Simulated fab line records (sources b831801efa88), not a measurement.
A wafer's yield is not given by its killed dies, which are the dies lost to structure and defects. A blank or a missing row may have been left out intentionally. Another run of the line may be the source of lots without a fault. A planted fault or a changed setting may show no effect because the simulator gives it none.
fab line records ; flow gf180mcu
[record] lots = 7; wafers = 21; last-day = 33
route steps=602 shown DUAL_GATE@152 POLY_GATE@157
lots that met no fault: taken from a fault-free run of the same line
start-h: start of the lot's first displayed wafer, in hours after the record's first day ; wait-h: how many hours have passed since the lot's step before this one ; " identical to the entry in the row above ; L1.1+2: one row covering several wafers at once ; - no value, or no start given ; * or withheld: withheld ; < > ~ a bound
route shown NAME@n: names a module that has steps shown in the file, with the first one's number in the route ; usual: mean/standard deviation taken from wafers without a fault ; same: alike in all rows ; chamber/n: place in a boat ; sites: readings site by site ; _std_site: how widely they spread, as a standard deviation ; _edge_site: the outer-site mean with the inner-site mean subtracted ; radius-mm: how far each site lies from the wafer's centre ; mask NAME#n: copy n ; behind: the last tool/chamber to shape the wafer ; hold: cause of the lot's hold/its duration in hours/its outcome ; device: the n, p or np transistor that did not switch ; end of line: tests of these same wafers at the route's end ; a step without rows: its recipe alone ; killed: the dies lost at the first sort to structure and to defects; this is not the yield of the wafer ; map: per-die view of a wafer (x killed, . not killed, _ where there is no die)
set.NAME: the run value of the setting; set.NAME@STEP: its run value at that earlier step ; model.NAME: the simulator's own value behind a step, which no gauge read
lots seen at some steps along the route; tables by step, rows by wafer
services: the hour from which a tool's chamber was out of use, counted from the record's first day as start-h (under 0 if before that day), plus the number of hours and why
[[steps]]
[step GF_DUAL_GATE_OVL_MEAS_11]
[usual] DUAL_GATE_OVL = -0.4/1.4
lot.wafer;tool;chamber;start-h;wait-h;DUAL_GATE_OVL[nm]
L809.1;overlay-01;-;189.92;0.1;-1.4
L809.2;overlay-01;-;189.92;0.1;-1.9
L809.4;overlay-01;-;189.92;0.1;-3.1
L810.3;overlay-02;-;200.33;0.1;-2.1
L810.5;overlay-02;-;200.33;0.1;-1.6
L810.6;overlay-02;-;200.33;0.1;-2.1
L811.1;overlay-01;-;208.97;0.1;0.2
L811.3;overlay-01;-;208.97;0.1;-1.1
L811.4;overlay-01;-;208.97;0.1;-0.7
L812.1;overlay-01;-;212.52;0.1;-1.4
L812.2;overlay-01;-;212.52;0.1;-0.8
L812.6;overlay-01;-;212.52;0.1;-0.4
L813.1;overlay-01;-;220.98;0.1;1.2
L813.3;overlay-01;-;220.98;0.1;-1.3
L813.5;overlay-01;-;220.98;0.1;1.5
L821.2;overlay-01;-;271.07;0.1;-1.2
L821.4;overlay-01;-;271.07;0.1;-2.7
L821.5;overlay-01;-;271.07;0.1;-1.8
L827.2;overlay-01;-;319.59;0.1;-2.4
L827.3;overlay-01;-;319.59;0.1;-0.2
L827.5;overlay-01;-;319.59;0.1;-2.7
[step GF_DUAL_GATE_WET_ETCH_12]
[recipe] chemistry = dHF; target-depth-nm = 13; dry = n2-spin; target = SiO2; temp-c = 25; dilution = 100:1; time-s = 260
[step GF_DUAL_GATE_STRIP_13]
[recipe] chemistry = O2/N2; power-w = 1400; pressure-mtorr = 1500; platen-temp-c = 250; o2-flow-sccm = 3000; n2-flow-sccm = 300; overash-fraction = 0.5
[usual] drypump-motor-current-A = 5.7/0.45; heater-power-w = 324/23; o2-flow-sccm = 3001/9.2; oes-product-au = 0.715/0.0044; strip-time-to-endpoint-s = 12.64/0.039
[same] overash-fraction = 0.5
lot.wafer;tool;chamber;start-h;wait-h;drypump-motor-current-A;heater-power-w;o2-flow-sccm;oes-product-au;rf-hours-counter-h;strip-time-to-endpoint-s
L809.1;plasma-asher-03;1;190.04;0.0;5.6;363;3007;0.716;53;12.66
L809.2;plasma-asher-03;0;190.04;0.0;6.1;315;3002;0.706;53;12.68
L809.4;plasma-asher-03;1;190.04;0.0;5.5;365;3006;0.723;-;12.70
L810.3;plasma-asher-03;0;200.47;0.0;6.1;322;2997;0.720;-;12.65
L810.5;plasma-asher-03;0;200.47;0.0;6.1;320;2998;0.721;-;12.68
L810.6;plasma-asher-03;1;200.47;0.0;5.5;359;2992;0.710;-;12.67
L811.1;plasma-asher-04;0;209.08;0.0;5.2;313;2997;0.710;58;12.68
L811.3;plasma-asher-04;1;209.08;0.0;5.2;303;3009;0.716;-;12.70
L811.4;plasma-asher-04;0;209.08;0.0;5.2;311;3011;0.705;-;12.69
L812.1;plasma-asher-02;1;212.63;0.0;6.4;356;3017;0.721;10;12.71
L812.2;plasma-asher-02;0;212.63;0.0;5.9;315;2997;0.722;10;12.68
L812.6;plasma-asher-02;1;212.63;0.0;6.4;352;3007;0.711;-;12.66
L813.1;plasma-asher-02;1;221.11;0.0;6.4;347;2990;0.717;11;12.68
L813.3;plasma-asher-02;0;221.11;0.0;5.8;309;3007;0.706;-;12.67
L813.5;plasma-asher-02;1;221.11;0.0;6.4;351;3002;0.719;-;12.71
L821.2;plasma-asher-02;1;271.19;0.0;6.4;355;2998;0.722;15;12.62
L821.4;plasma-asher-02;0;271.19;0.0;5.9;313;3007;0.715;-;12.62
L821.5;plasma-asher-02;1;271.19;0.0;6.4;345;2998;0.716;-;12.62
L827.2;plasma-asher-04;0;319.70;0.0;5.2;312;3015;0.717;70;12.55
L827.3;plasma-asher-04;0;319.70;0.0;5.2;303;3006;0.714;-;12.60
L827.5;plasma-asher-04;0;319.70;0.0;5.2;305;3030;0.719;-;12.57
[step GF_DUAL_GATE_CLEAN_14]
[recipe] chemistry = SC1/SC2; mix = 1:4:20; temp-c = 70; time-s = 150; dry = n2-spin
[step GF_DUAL_GATE_OXIDATION_15]
[recipe] temp-c = 850; ambient = O2; stabilise-s = 600; purge-s = 300; target-thk-a = 70.98; ox-time-s = 1995
[step GF_POLY_GATE_CVD_00]
[recipe] material = poly-Si; target-thk-nm = 200; temp-c = 620; time-s = 1200; pressure-mtorr = 200
[step GF_POLY_GATE_THK_MEAS_01]
[recipe] reads = poly-Si_of_POLY_GATE_CVD_00
[usual] POLY_GATE_CVD_00_THK = 199.9/1.8
lot.wafer;tool;chamber;start-h;wait-h;POLY_GATE_CVD_00_THK[nm]
L809.1;film-metro-04;-;194.97;0.0;204.2
L809.2;film-metro-04;-;194.97;0.0;203.2
L809.4;film-metro-04;-;194.97;0.0;203.2
L810.3;film-metro-03;-;206.53;0.0;201.0
L810.5;film-metro-03;-;206.53;0.0;203.2
L810.6;film-metro-03;-;206.53;0.0;202.5
L811.1;film-metro-03;-;212.13;0.0;198.9
L811.3;film-metro-03;-;212.13;0.0;198.4
L811.4;film-metro-03;-;212.13;0.0;198.4
L812.1;film-metro-03;-;217.34;0.0;199.7
L812.2;film-metro-03;-;217.34;0.0;200.6
L812.6;film-metro-03;-;217.34;0.0;201.0
L813.1;film-metro-03;-;224.14;0.0;200.8
L813.3;film-metro-03;-;224.14;0.0;199.6
L813.5;film-metro-03;-;224.14;0.0;200.4
L821.2;film-metro-04;-;274.41;0.0;199.7
L821.4;film-metro-04;-;274.41;0.0;198.9
L821.5;film-metro-04;-;274.41;0.0;199.7
L827.2;film-metro-02;-;322.74;0.0;201.3
L827.3;film-metro-02;-;322.74;0.0;201.9
L827.5;film-metro-02;-;322.74;0.0;202.8
[step GF_POLY_GATE_DEHYDRATE_02]
[recipe] temp-c = 200; time-s = 60
[step GF_POLY_GATE_HMDS_03]
[recipe] prime-time-s = 60; prime-temp-c = 120
[step GF_POLY_GATE_COAT_04]
[recipe] resist = BARC; temp-c = withheld; time-s = withheld; spin-rpm = withheld; resist-thk-nm = withheld
[step GF_POLY_GATE_COAT_05]
[recipe] resist = KrF; spin-rpm = withheld; resist-thk-nm = 700
[step GF_POLY_GATE_SOFTBAKE_06]
[recipe] temp-c = 130; time-s = 60; resist = KrF
[step GF_POLY_GATE_EXPOSE_07]
[recipe] mask-id = Poly2; target-cd-nm = 280; na = 0.68; source-shape = conventional; sigma-outer = 0.6; dose-mj = 28
[usual] exposure-dose-mJ-cm2 = 28.08/0.11; focus-offset-nm = 0.1/0.51
lot.wafer;tool;chamber;start-h;wait-h;mask;exposure-dose-mJ-cm2;focus-offset-nm
L809.1;krf-scanner-01;0;203.64;-;Poly2#0;27.98;-0.8
L809.2;krf-scanner-01;0;203.64;-;Poly2#0;27.97;-0.6
L809.4;krf-scanner-01;0;203.64;-;Poly2#0;27.99;0.6
L810.3;krf-scanner-02;0;215.03;-;Poly2#0;28.18;1.1
L810.5;krf-scanner-02;0;215.03;-;Poly2#0;28.21;0.0
L810.6;krf-scanner-02;0;215.03;-;Poly2#0;28.17;-0.1
L811.1;krf-scanner-01;-;220.81;-;Poly2#0;-;-
L811.3;krf-scanner-01;-;220.81;-;Poly2#0;-;-
L811.4;krf-scanner-01;-;220.81;-;Poly2#0;-;-
L812.1;krf-scanner-02;-;226.71;-;Poly2#0;-;-
L812.2;krf-scanner-02;-;226.71;-;Poly2#0;-;-
L812.6;krf-scanner-02;-;226.71;-;Poly2#0;-;-
L813.1;krf-scanner-01;-;233.02;-;Poly2#0;-;-
L813.3;krf-scanner-01;-;233.02;-;Poly2#0;-;-
L813.5;krf-scanner-01;-;233.02;-;Poly2#0;-;-
L821.2;krf-scanner-02;0;284.14;-;Poly2#0;28.21;0.2
L821.4;krf-scanner-02;0;284.14;-;Poly2#0;28.21;0.1
L821.5;krf-scanner-02;0;284.14;-;Poly2#0;28.19;0.1
L827.2;krf-scanner-01;0;333.56;-;Poly2#0;28.02;0.5
L827.3;krf-scanner-01;0;333.56;-;Poly2#0;28.01;0.5
L827.5;krf-scanner-01;0;333.56;-;Poly2#0;28.00;-0.3
[step GF_POLY_GATE_PEB_08]
[recipe] peb-temp-c = 135; peb-time-s = 90; resist = KrF
[[services]]
tool;chamber;start-h;hours;kind
krf-scanner-01;-;171.44;1.3;pm
krf-scanner-01;-;180.91;4.4;pm
plasma-asher-04;-;184.71;2.8;pm
krf-scanner-02;-;201.33;2.4;repair
krf-scanner-02;-;207.69;1.0;pm
krf-scanner-02;-;231.05;0.8;pm
krf-scanner-01;-;235.80;0.8;pm
krf-scanner-01;-;238.18;1.2;repair
krf-scanner-02;-;254.43;0.5;repair
krf-scanner-01;-;254.82;0.2;repair
krf-scanner-02;0;262.20;-;calibration
krf-scanner-01;-;275.25;1.0;pm
krf-scanner-01;-;276.25;3.6;pm
krf-scanner-02;-;276.92;0.4;repair
krf-scanner-01;0;289.35;-;calibration
plasma-asher-02;-;295.67;0.9;repair
krf-scanner-02;-;327.77;1.3;pm
[[key]]
[first-sign] step = GF_POLY_GATE_EXPOSE_07; reading = tool-record; direction = missing
effect none on later readings
met-at GF_POLY_GATE_EXPOSE_07
struck-wafers L811.1,L811.3,L811.4,L812.1,L812.2,L812.6,L813.1,L813.3,L813.5
later-rows-left-out L811.1,L811.3,L811.4,L812.1,L812.2,L812.6,L813.1,L813.3,L813.5
sort-left-out L811.1,L811.3,L811.4,L812.1,L812.2,L812.6,L813.1,L813.3,L813.5
tester-left-out L811,L812,L813
onset-between 215.03 220.81
[fault] kind = skipped-step-whole; tool = krf-scanner-01,krf-scanner-02; chamber = -; onset-h = 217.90; steps = GF_POLY_GATE_EXPOSE_07; scope = struck-lots-only
// tester-left-out: of these lots the tester's yield and bins aren't shown, on N5 and GAA mostly nor the transistor test; their killed dies are dies lost to structure and defects alone, not to doping, threshold or leakage, so they don't give the yield
// sort-left-out: the simulated sort isn't trusted on such a fault, so these wafers' sort isn't shown, and their yield isn't known
// later-rows-left-out: the simulator's readings of these wafers behind a module that went badly wrong aren't trusted and aren't shown, but for the sort
